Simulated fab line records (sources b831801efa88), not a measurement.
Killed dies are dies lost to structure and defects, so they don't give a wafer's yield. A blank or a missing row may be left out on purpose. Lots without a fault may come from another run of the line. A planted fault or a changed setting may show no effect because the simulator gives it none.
fab line records	flow sky130
record lots=7	wafers=21	last_day=50
route steps=708 shown LI_CONTACT@366 PAD_OPEN@708
lots that met no fault: taken from a fault-free run of the same line
start_h: the number of hours between the record's first day and the start of the first shown wafer of the lot	wait_h: hours from the lot's prior step to this one	" repeats the value in the row above	L1.1+2: a row that stands for several wafers	- no value present, or no start provided	* or withheld: withheld	< > ~ a bound
route shown NAME@n: a module of which the file shows steps, and the number in the route of the first	usual: mean/standard deviation taken from wafers without a fault	same: alike in all rows	chamber/n: place in a boat	sites: each site's reading	_std_site: the values' standard deviation	_edge_site: inner sites' mean taken away from outer sites' mean	radius_mm: for every site, how far away it sits from the centre of the wafer	mask NAME#n: copy n	behind: the last tool/chamber to shape the wafer	hold: reason for holding the lot/hours on hold/outcome of the hold	device: the n, p or np transistor that did not switch	end of line: tests run on the same wafers once the route is complete	where a step has no rows: the recipe by itself	killed: count of dies lost to structure and defects at first sort (not the wafer's yield)	map: shows each die of a wafer: x if killed, . if not, _ if none is there
set.NAME: setting as actually run; set.NAME@STEP: the setting as run at that earlier step	model.NAME: the simulator's own value behind a step, which no gauge read
a table for each step, a row for each wafer; lots at some steps of the route
services: the hour from which a tool's chamber was out of use, counted from the record's first day as start_h (under 0 if before that day), plus the number of hours and why
## steps
# step SKY_LI_CONTACT_DEHYDRATE_04
# recipe temp_c=200	time_s=60
# step SKY_LI_CONTACT_HMDS_05
# recipe prime_time_s=60	prime_temp_c=120
# step SKY_LI_CONTACT_COAT_06
# recipe resist=BARC	temp_c=withheld	time_s=withheld	spin_rpm=3000	resist_thk_nm=60
# step SKY_LI_CONTACT_COAT_07
# recipe resist=KrF-thick	spin_rpm=3000	resist_thk_nm=450
# step SKY_LI_CONTACT_SOFTBAKE_08
# recipe temp_c=100	time_s=90	resist=KrF-thick
# step SKY_LI_CONTACT_EXPOSE_09
# recipe mask_id=LICM1	na=0.8	source_shape=annular	sigma_inner=0.55	sigma_outer=0.85	target_cd_nm=170	dose_mj=38
# step SKY_LI_CONTACT_PEB_10
# recipe peb_temp_c=withheld	peb_time_s=withheld	resist=KrF-thick
# step SKY_LI_CONTACT_DEVELOP_11
# recipe develop_time_s=60	resist=KrF-thick	dev_temp_c=21
# step SKY_LI_CONTACT_CD_MEAS_12
# recipe target_cd_nm=170
# usual cd_nm=170.1/1.6
lot.wafer	tool	chamber	start_h	wait_h	cd_nm
L918.1	cd_sem-02	-	728.88	-	169.7
L918.3	"	-	"	"	169.6
L918.5	"	-	"	"	169.8
L927.4	cd_sem-01	-	801.80	-	168.8
L927.5	"	-	"	"	169.2
L927.6	"	-	"	"	168.6
L928.1	cd_sem-02	-	812.82	-	170.6
L928.3	"	-	"	"	169.8
L928.6	"	-	"	"	171.7
L929.1	cd_sem-01	-	820.94	-	170.8
L929.2	"	-	"	"	170.7
L929.6	"	-	"	"	171.0
L930.3	cd_sem-02	-	838.63	-	172.2
L930.4	"	-	"	"	171.9
L930.6	"	-	"	"	172.6
L933.1	cd_sem-01	-	849.34	-	170.8
L933.2	"	-	"	"	169.6
L933.3	"	-	"	"	171.3
L934.1	cd_sem-02	-	852.24	-	172.1
L934.4	"	-	"	"	171.8
L934.6	"	-	"	"	171.6
# step SKY_LI_CONTACT_OVL_MEAS_13
# usual LI_CONTACT_OVL=-2/5.7
lot.wafer	tool	chamber	start_h	wait_h	LI_CONTACT_OVL[nm]
L918.1	overlay-02	-	729.00	0.1	1
L918.3	"	-	"	"	-3
L918.5	"	-	"	"	-5
L927.4	overlay-01	-	801.87	0.1	6
L927.5	"	-	"	"	0
L927.6	"	-	"	"	5
L928.1	overlay-02	-	812.94	0.1	-10
L928.3	"	-	"	"	-6
L928.6	"	-	"	"	-12
L929.1	overlay-02	-	821.06	0.1	-3
L929.2	"	-	"	"	-3
L929.6	"	-	"	"	1
L930.3	overlay-02	-	838.72	0.1	-4
L930.4	"	-	"	"	0
L930.6	"	-	"	"	9
L933.1	overlay-02	-	849.46	0.1	-5
L933.2	"	-	"	"	2
L933.3	"	-	"	"	0
L934.1	overlay-02	-	852.36	0.1	7
L934.4	"	-	"	"	4
L934.6	"	-	"	"	12
# step SKY_LI_CONTACT_ETCH_14
# recipe chemistry=N2/H2	target=BARC	ion_energy_ev=200	source_w=500	bias_w=100	pressure_mtorr=30	n2_flow_sccm=100	h2_flow_sccm=200	stop_on=SiO2	time_s=45.9	target_depth_a=600
# usual drypump_motor_current_A=5.7/0.35	oes_product_au=0.853/0.0046	throttle_valve_pct=13.224/0.0086
lot.wafer	tool	chamber	start_h	wait_h	drypump_motor_current_A	oes_product_au	rf_hours_counter_h	throttle_valve_pct
L918.1	rie_diel-01	0	729.04	0.0	5.4	0.850	4	13.224
L918.3	"	1	"	"	6.1	0.853	12	13.220
L918.5	"	1	"	"	6.1	0.852	-	13.234
L927.4	rie_diel-01	1	801.91	0.0	6.1	0.855	-	13.216
L927.5	"	0	"	"	5.4	0.854	-	13.213
L927.6	"	2	"	"	6.2	0.856	-	13.203
L928.1	rie_diel-01	0	812.97	0.0	5.4	0.849	7	13.215
L928.3	"	2	"	"	6.2	0.852	18	13.220
L928.6	"	1	"	"	6.1	0.849	-	13.205
L929.1	rie_diel-01	1	821.09	0.0	6.1	0.855	15	13.232
L929.2	"	2	"	"	6.2	0.849	18	13.215
L929.6	"	1	"	"	6.1	0.854	-	13.231
L930.3	rie_diel-03	0	838.74	0.0	5.4	0.850	16	13.239
L930.4	"	1	"	"	5.4	0.856	8	13.230
L930.6	"	0	"	"	5.4	0.860	-	13.218
L933.1	rie_diel-01	2	849.49	0.0	6.2	0.847	19	13.225
L933.2	"	1	"	"	6.1	0.855	16	13.225
L933.3	"	3	"	"	5.4	0.856	3	13.231
L934.1	rie_diel-01	1	852.39	0.0	6.1	0.851	16	13.232
L934.4	"	2	"	"	6.2	0.855	19	13.226
L934.6	"	2	"	"	6.2	0.855	-	13.232
# step SKY_LI_CONTACT_ETCH_15
# recipe target=PSG	chemistry=C4F8/O2/Ar	stop_on=Si	taper_deg=4.15	mask_material=KrF-thick	source_w=1500	bias_w=1200	pressure_mtorr=40	c4f8_flow_sccm=withheld	O2_flow_sccm=6	Ar_flow_sccm=300	time_s=withheld	target_depth_a=6000
# usual oes_product_au=0.837/0.0044
lot.wafer	tool	chamber	start_h	wait_h	oes_product_au
L918.1	rie_diel-01	0	729.08	0.0	0.835
L918.3	"	1	"	"	0.831
L918.5	"	1	"	"	0.836
L927.4	rie_diel-01	1	801.98	0.0	0.835
L927.5	"	0	"	"	0.840
L927.6	"	2	"	"	0.835
L928.1	rie_diel-01	0	813.01	0.0	0.840
L928.3	"	2	"	"	0.838
L928.6	"	1	"	"	0.836
L929.1	rie_diel-01	1	821.13	0.0	0.841
L929.2	"	2	"	"	0.844
L929.6	"	1	"	"	0.834
L930.3	rie_diel-03	0	838.78	0.0	0.842
L930.4	"	1	"	"	0.837
L930.6	"	0	"	"	0.834
L933.1	rie_diel-01	2	849.53	0.0	0.830
L933.2	"	1	"	"	0.834
L933.3	"	3	"	"	0.833
L934.1	rie_diel-01	1	852.43	0.0	0.840
L934.4	"	2	"	"	0.838
L934.6	"	2	"	"	0.835
# step SKY_LI_CONTACT_STRIP_16
# recipe chemistry=O2/N2	power_w=1400	pressure_mtorr=1500	platen_temp_c=withheld	o2_flow_sccm=3000	n2_flow_sccm=300	overash_fraction=0.5
# usual chamber_pressure_mTorr=1500.1/1.3	drypump_motor_current_A=6.0/0.35	oes_product_au=0.375/0.0048	strip_time_to_endpoint_s=3.50/0.032
lot.wafer	tool	chamber	start_h	wait_h	chamber_pressure_mTorr	drypump_motor_current_A	oes_product_au	rf_hours_counter_h	strip_time_to_endpoint_s	model.KrF-thick_of_LI_CONTACT_COAT_07.thk_nm
L918.1	plasma_asher-02	0	729.18	-	1498.8	5.6	0.372	98	3.51	0
L918.3	"	0	"	"	1498.7	5.6	0.384	-	3.55	0
L918.5	"	1	"	"	1500.6	6.0	0.383	-	3.55	0
L927.4	plasma_asher-01	0	802.05	-	1499.1	6.3	0.375	-	3.52	0
L927.5	"	0	"	"	1500.4	6.2	0.368	-	3.49	0
L927.6	"	1	"	"	1499.5	6.5	0.374	-	3.49	0
L928.1	plasma_asher-01	1	813.10	-	-	-	-	-	-	235.6
L928.3	"	0	"	"	-	-	-	-	-	234.8
L928.6	"	1	"	"	-	-	-	-	-	236.8
L929.1	plasma_asher-02	1	821.22	-	-	-	-	-	-	233.2
L929.2	"	0	"	"	-	-	-	-	-	231.6
L929.6	"	0	"	"	-	-	-	-	-	234.9
L930.3	plasma_asher-02	0	838.90	-	-	-	-	-	-	233.9
L930.4	"	1	"	"	-	-	-	-	-	228.6
L930.6	"	1	"	"	-	-	-	-	-	232.1
L933.1	plasma_asher-03	1	849.62	-	1500.9	5.9	0.375	106	3.49	0
L933.2	"	0	"	"	1501.2	5.5	0.388	106	3.53	0
L933.3	"	1	"	"	1498.3	5.9	0.375	-	3.51	0
L934.1	plasma_asher-03	1	852.52	-	1499.2	5.9	0.374	106	3.53	0
L934.4	"	0	"	"	1501.1	5.5	0.370	-	3.51	0
L934.6	"	1	"	"	1500.3	5.9	0.378	-	3.50	0
# step SKY_LI_CONTACT_CLEAN_17
# recipe chemistry=NMP	time_s=600	temp_c=60	dry=n2_spin
# step SKY_PAD_OPEN_PROBE_99
# usual killed_at_M0_to_M3=42/6.6	killed_at_M4_up=3.1/1.9	killed_at_contacts=25/5.7	killed_at_front_end=16/5	killed_at_other=0.2/0.38	killed_dies=86/9.6	killed_on_rim=16/4	killed_open=47/7.2	killed_short=39/6.2
# same gross_dies=492	killed_at_back_side=0
lot.wafer	tool	chamber	start_h	wait_h	killed_at_M0_to_M3	killed_at_M4_up	killed_at_contacts	killed_at_front_end	killed_at_other	killed_dies	killed_on_rim	killed_open	killed_short
L918.1	prober-02	-	1118.86	0.1	49	5	29	15	0	98	16	54	44
L918.3	prober-02	-	1118.96	0.2	42	2	26	14	0	84	12	42	42
L918.5	prober-02	-	1119.06	0.2	38	1	24	21	0	84	18	54	30
L928.1	prober-02	-	1177.05	0.1	32	1	438	21	0	492	96	42	35
L928.3	prober-02	-	1177.15	0.2	35	4	436	17	0	492	96	60	31
L928.6	prober-02	-	1177.30	0.2	47	6	421	18	0	492	96	59	39
L929.1	prober-01	-	1178.66	0.1	38	5	435	14	0	492	96	46	30
L929.2	prober-01	-	1178.71	0.1	38	1	438	15	0	492	96	42	38
L929.6	prober-01	-	1178.91	0.2	42	3	426	20	1	492	96	45	39
L930.3	prober-02	-	1189.86	0.2	51	1	416	24	0	492	96	65	35
L930.4	prober-02	-	1189.91	0.2	39	3	439	10	1	492	96	47	35
L930.6	prober-02	-	1190.01	0.2	44	8	424	16	0	492	96	46	37
# killed by level:class
L918.1 CONTACT:geometric_particle:open=12 VIA1:geometric_particle:open=12 VIA2:geometric_particle:open=9 LI_CONTACT:geometric_particle:open=7 CONTACT:geometric_particle:short=7 METAL2:geometric_particle:short=7 VIA1:geometric_particle:short=5 VIA3:geometric_particle:short=5
L918.3 VIA1:geometric_particle:open=9 LI_CONTACT:geometric_particle:open=7 VIA2:geometric_particle:open=7 FIELD_ISO:geometric_particle:short=6 CONTACT:geometric_particle:open=6 METAL1:geometric_particle:short=6 VIA1:geometric_particle:short=6 LOCAL_INTERCONNECT:geometric_particle:short=4
L918.5 CONTACT:geometric_particle:open=15 VIA1:geometric_particle:open=10 VIA3:geometric_particle:open=9 FIELD_ISO:geometric_particle:short=6 METAL2:geometric_particle:short=5 VIA2:geometric_particle:open=5 FIELD_ISO:geometric_particle:open=4 CONTACT:geometric_particle:short=4
L928.1 LI_CONTACT:area_sputter=415 VIA1:geometric_particle:open=8 LI_CONTACT:geometric_particle:open=8 VIA3:geometric_particle:open=8 FIELD_ISO:geometric_particle:short=7 LOCAL_INTERCONNECT:geometric_particle:short=6 POLY_GATE:geometric_particle:short=5 FIELD_ISO:geometric_particle:open=4
L928.3 LI_CONTACT:area_sputter=401 CONTACT:geometric_particle:open=16 LI_CONTACT:geometric_particle:open=11 METAL1:geometric_particle:short=10 VIA1:geometric_particle:open=9 LOCAL_INTERCONNECT:geometric_particle:short=6 VIA2:geometric_particle:open=5 FIELD_ISO:geometric_particle:open=4
L928.6 LI_CONTACT:area_sputter=394 VIA1:geometric_particle:open=11 CONTACT:geometric_particle:open=9 VIA3:geometric_particle:open=8 LI_CONTACT:geometric_particle:open=7 CONTACT:geometric_particle:short=7 FIELD_ISO:geometric_particle:open=6 METAL1:geometric_particle:short=6
L929.1 LI_CONTACT:area_sputter=416 CONTACT:geometric_particle:open=14 VIA1:geometric_particle:open=10 VIA2:geometric_particle:open=6 VIA1:geometric_particle:short=5 VIA3:geometric_particle:open=4 FIELD_ISO:geometric_particle:open=3 FIELD_ISO:geometric_particle:short=3
L929.2 LI_CONTACT:area_sputter=412 VIA1:geometric_particle:open=10 CONTACT:geometric_particle:short=8 VIA3:geometric_particle:open=8 CONTACT:geometric_particle:open=7 LOCAL_INTERCONNECT:geometric_particle:short=6 FIELD_ISO:geometric_particle:short=5 METAL1:geometric_particle:short=5
L929.6 LI_CONTACT:area_sputter=408 VIA1:geometric_particle:open=9 METAL2:geometric_particle:short=7 LI_CONTACT:geometric_particle:open=6 POLY_GATE:geometric_particle:open=5 CONTACT:geometric_particle:open=5 METAL1:geometric_particle:open=5 FIELD_ISO:geometric_particle:open=4
L930.3 LI_CONTACT:area_sputter=392 VIA1:geometric_particle:open=14 VIA2:geometric_particle:open=11 LI_CONTACT:geometric_particle:open=10 CONTACT:geometric_particle:open=8 VIA1:geometric_particle:short=6 POLY_GATE:geometric_particle:open=5 FIELD_ISO:geometric_particle:open=4
L930.4 LI_CONTACT:area_sputter=410 CONTACT:geometric_particle:open=14 METAL1:geometric_particle:short=9 LI_CONTACT:geometric_particle:open=6 VIA1:geometric_particle:open=6 LI_CONTACT:geometric_particle:short=5 VIA3:geometric_particle:open=5 METAL2:geometric_particle:short=4
L930.6 LI_CONTACT:area_sputter=409 VIA2:geometric_particle:open=13 VIA3:geometric_particle:open=12 METAL4:geometric_particle:short=8 FIELD_ISO:geometric_particle:short=7 VIA1:geometric_particle:open=7 FIELD_ISO:geometric_particle:open=5 LOCAL_INTERCONNECT:geometric_particle:short=4
# map L928.1 (x killed, . not)
__________xxxxxxxxxx_________
________xxxxxxxxxxxxxx_______
______xxxxxxxxxxxxxxxxxx_____
_____xxxxxxxxxxxxxxxxxxxx____
____xxxxxxxxxxxxxxxxxxxxxx___
___xxxxxxxxxxxxxxxxxxxxxxxx__
__xxxxxxxxxxxxxxxxxxxxxxxxxx_
_xxxxxxxxxxxxxxxxxxxxxxxxxxxx
_xxxxxxxxxxxxxxxxxxxxxxxxxxxx
_xxxxxxxxxxxxxxxxxxxxxxxxxxxx
_xxxxxxxxxxxxxxxxxxxxxxxxxxxx
_xxxxxxxxxxxxxxxxxxxxxxxxxxxx
_xxxxxxxxxxxxxxxxxxxxxxxxxxxx
_xxxxxxxxxxxxxxxxxxxxxxxxxxxx
_xxxxxxxxxxxxxxxxxxxxxxxxxxxx
__xxxxxxxxxxxxxxxxxxxxxxxxxx_
___xxxxxxxxxxxxxxxxxxxxxxxx__
____xxxxxxxxxxxxxxxxxxxxxx___
_____xxxxxxxxxxxxxxxxxxxx____
______xxxxxxxxxxxxxxxxxx_____
________xxxxxxxxxxxxxx_______
__________xxxxxxxxxx_________
# map L929.1 (x killed, . not)
__________xxxxxxxxxx_________
________xxxxxxxxxxxxxx_______
______xxxxxxxxxxxxxxxxxx_____
_____xxxxxxxxxxxxxxxxxxxx____
____xxxxxxxxxxxxxxxxxxxxxx___
___xxxxxxxxxxxxxxxxxxxxxxxx__
__xxxxxxxxxxxxxxxxxxxxxxxxxx_
_xxxxxxxxxxxxxxxxxxxxxxxxxxxx
_xxxxxxxxxxxxxxxxxxxxxxxxxxxx
_xxxxxxxxxxxxxxxxxxxxxxxxxxxx
_xxxxxxxxxxxxxxxxxxxxxxxxxxxx
_xxxxxxxxxxxxxxxxxxxxxxxxxxxx
_xxxxxxxxxxxxxxxxxxxxxxxxxxxx
_xxxxxxxxxxxxxxxxxxxxxxxxxxxx
_xxxxxxxxxxxxxxxxxxxxxxxxxxxx
__xxxxxxxxxxxxxxxxxxxxxxxxxx_
___xxxxxxxxxxxxxxxxxxxxxxxx__
____xxxxxxxxxxxxxxxxxxxxxx___
_____xxxxxxxxxxxxxxxxxxxx____
______xxxxxxxxxxxxxxxxxx_____
________xxxxxxxxxxxxxx_______
__________xxxxxxxxxx_________
## services
tool	chamber	start_h	hours	kind
rie_diel-01	2	711.68	1.6	repair
rie_diel-01	-	714.83	0.4	repair
plasma_asher-01	-	727.87	5.4	repair
plasma_asher-03	-	728.32	3.5	repair
rie_diel-03	0	728.35	3.4	repair
rie_diel-01	3	731.29	-	clean
rie_diel-01	3	731.29	17.5	scheduled_down
rie_diel-01	3	731.29	17.5	vent_cycle
plasma_asher-02	-	733.75	9.0	pm
plasma_asher-02	0	733.75	9.0	vent_cycle
plasma_asher-02	1	733.75	9.0	vent_cycle
plasma_asher-02	0	742.75	-	clean
plasma_asher-02	1	742.75	-	clean
rie_diel-01	-	752.74	2.8	pm
plasma_asher-02	-	772.40	2.8	repair
rie_diel-01	-	781.69	6.2	repair
plasma_asher-03	-	789.14	1.6	repair
rie_diel-01	3	800.19	2.0	repair
## key
first_sign step=SKY_LI_CONTACT_STRIP_16	reading=tool_record	direction=missing
effect step=SKY_PAD_OPEN_PROBE_99	reading=killed_at_contacts	direction=up	sigmas=71	usual=25	struck=430
model_effect step=SKY_LI_CONTACT_STRIP_16	value=KrF-thick_of_LI_CONTACT_COAT_07.thk_nm	without=0	struck=233.5
more_kills_born_at SKY_LI_CONTACT_SPUTTER_19@pvd_sputter-01=1236	SKY_LI_CONTACT_SPUTTER_19@pvd_sputter-02=1211	SKY_LI_CONTACT_SPUTTER_19@pvd_sputter-03=1210
met_at SKY_LI_CONTACT_STRIP_16
struck_wafers L928.1,L928.3,L928.6,L929.1,L929.2,L929.6,L930.3,L930.4,L930.6
later_rows_left_out L928.1,L928.3,L928.6,L929.1,L929.2,L929.6,L930.3,L930.4,L930.6
tester_left_out L928,L929,L930
onset_between 802.05 813.10
fault kind=skipped_step_whole	tool=plasma_asher-01,plasma_asher-02	chamber=-	onset_h=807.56	steps=SKY_LI_CONTACT_STRIP_16	scope=struck_lots_only
# tester_left_out: of these lots the tester's yield and bins aren't shown, on N5 and GAA mostly nor the transistor test; their killed dies are dies lost to structure and defects alone, not to doping, threshold or leakage, so they don't give the yield
# later_rows_left_out: the simulator's readings of these wafers behind a module that went badly wrong aren't trusted and aren't shown, but for the sort
